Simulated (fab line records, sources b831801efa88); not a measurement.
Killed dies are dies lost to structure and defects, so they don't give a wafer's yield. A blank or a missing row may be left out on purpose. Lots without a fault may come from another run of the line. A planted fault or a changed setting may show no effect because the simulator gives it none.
Chamber matching | flow gf180mcu | GF_V4_CMP_26 on cmp-02: 4 sister chambers
The step polishes, stops on SiO2, t overpolish 15 s, target thk 0 nm. 27 wafers are shown with their chamber, then 12 later ones without.

WAFERS WITH THEIR CHAMBER
wafer  | chamber | motor_current_A (A) | time_to_endpoint_s (s) | head_pressure_psi (psi)
L075.2 | 1       | 11.7                | 86                     | 3.501
L075.4 | 2       | 9.6                 | 80                     | 3.509
L075.6 | 0       | 10.6                | 86                     | 3.500
L076.3 | 0       | 10.6                | 91                     | 3.497
L076.4 | 1       | 11.4                | 86                     | 3.494
L076.5 | 2       | 10.1                | 85                     | 3.496
L078.1 | 3       | 10.9                | 90                     | 3.509
L078.2 | 1       | 11.3                | 87                     | 3.497
L078.6 | 3       | 10.5                | 91                     | 3.498
L079.2 | 0       | 11.1                | 90                     | 3.506
L079.3 | 3       | 11.1                | 92                     | 3.486
L079.6 | 0       | 10.9                | 91                     | 3.509
L085.2 | 3       | 11.0                | 85                     | 3.493
L085.4 | 2       | 9.9                 | 81                     | 3.509
L085.6 | 1       | 11.7                | 87                     | 3.494
L088.1 | 1       | 11.8                | 87                     | 3.509
L088.5 | 2       | 9.9                 | 86                     | 3.494
L088.6 | 3       | 10.9                | 93                     | 3.500
L090.2 | 3       | 10.5                | 86                     | 3.490
L090.3 | 1       | 10.6                | 82                     | 3.499
L090.5 | 1       | 11.2                | 82                     | 3.508
L091.3 | 3       | 10.9                | 84                     | 3.495
L091.4 | 2       | 9.8                 | 79                     | 3.503
L091.5 | 3       | 10.5                | 81                     | 3.507
L093.1 | 0       | 10.9                | 87                     | 3.502
L093.2 | 1       | 10.9                | 86                     | 3.491
L093.5 | 1       | 10.6                | 84                     | 3.502

SIGNATURES (means of the wafers above)
reading            | chamber 0 | chamber 1 | chamber 2 | chamber 3 | scatter within a chamber
motor_current_A    | 10.820    | 11.244    | 9.860     | 10.787    | 0.326
time_to_endpoint_s | 89.00     | 85.22     | 82.20     | 87.75     | 3.13
head_pressure_psi  | 3.50280   | 3.49944   | 3.50220   | 3.49725   | 0.00674
Rule: a wafer's distance from a chamber is the root of the sum, over the readings, of the square of ((its reading less the chamber's mean) divided by the reading's scatter). The wafer belongs to the nearest chamber; if the next one is less than 2 further off, it can't be placed. The scatter: the root of (the sum of the squares of (reading less its chamber's mean) over the shown wafers, divided by (wafers less chambers)).

WAFERS WITHOUT THEIR CHAMBER
wafer  | motor_current_A (A) | time_to_endpoint_s (s) | head_pressure_psi (psi)
L094.2 | 9.9                 | 84                     | 3.501
L094.4 | 10.5                | 87                     | 3.506
L094.6 | 11.8                | 86                     | 3.479
L095.2 | 9.7                 | 86                     | 3.493
L095.3 | 11.4                | 86                     | 3.501
L095.4 | 10.8                | 87                     | 3.500
L096.2 | 10.6                | 88                     | 3.495
L096.3 | 11.8                | 89                     | 3.491
L096.6 | 9.8                 | 81                     | 3.497
L097.4 | 10.3                | 89                     | 3.499
L097.5 | 10.7                | 88                     | 3.485
L097.6 | 10.6                | 91                     | 3.495

WHICH CHAMBER EACH WENT THROUGH
wafer  | from the rows above               | in truth
L094.2 | 2                                 | 2
L094.4 | can't be placed: 0 or 3 or 1 or 2 | 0
L094.6 | can't be placed: 1 or 3 or 0      | 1
L095.2 | can't be placed: 2 or 3 or 0      | 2
L095.3 | can't be placed: 1 or 3 or 0      | 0
L095.4 | can't be placed: 3 or 0 or 1      | 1
L096.2 | can't be placed: 3 or 0 or 1      | 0
L096.3 | can't be placed: 1 or 3 or 0      | 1
L096.6 | 2                                 | 2
L097.4 | can't be placed: 3 or 0 or 2 or 1 | 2
L097.5 | can't be placed: 3 or 0 or 1      | 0
L097.6 | can't be placed: 3 or 0 or 1      | 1
Placed correctly: 2 of 12. Can't be placed from these rows: 10 (the true chamber is among the candidates in 10). Placed wrongly: 0.
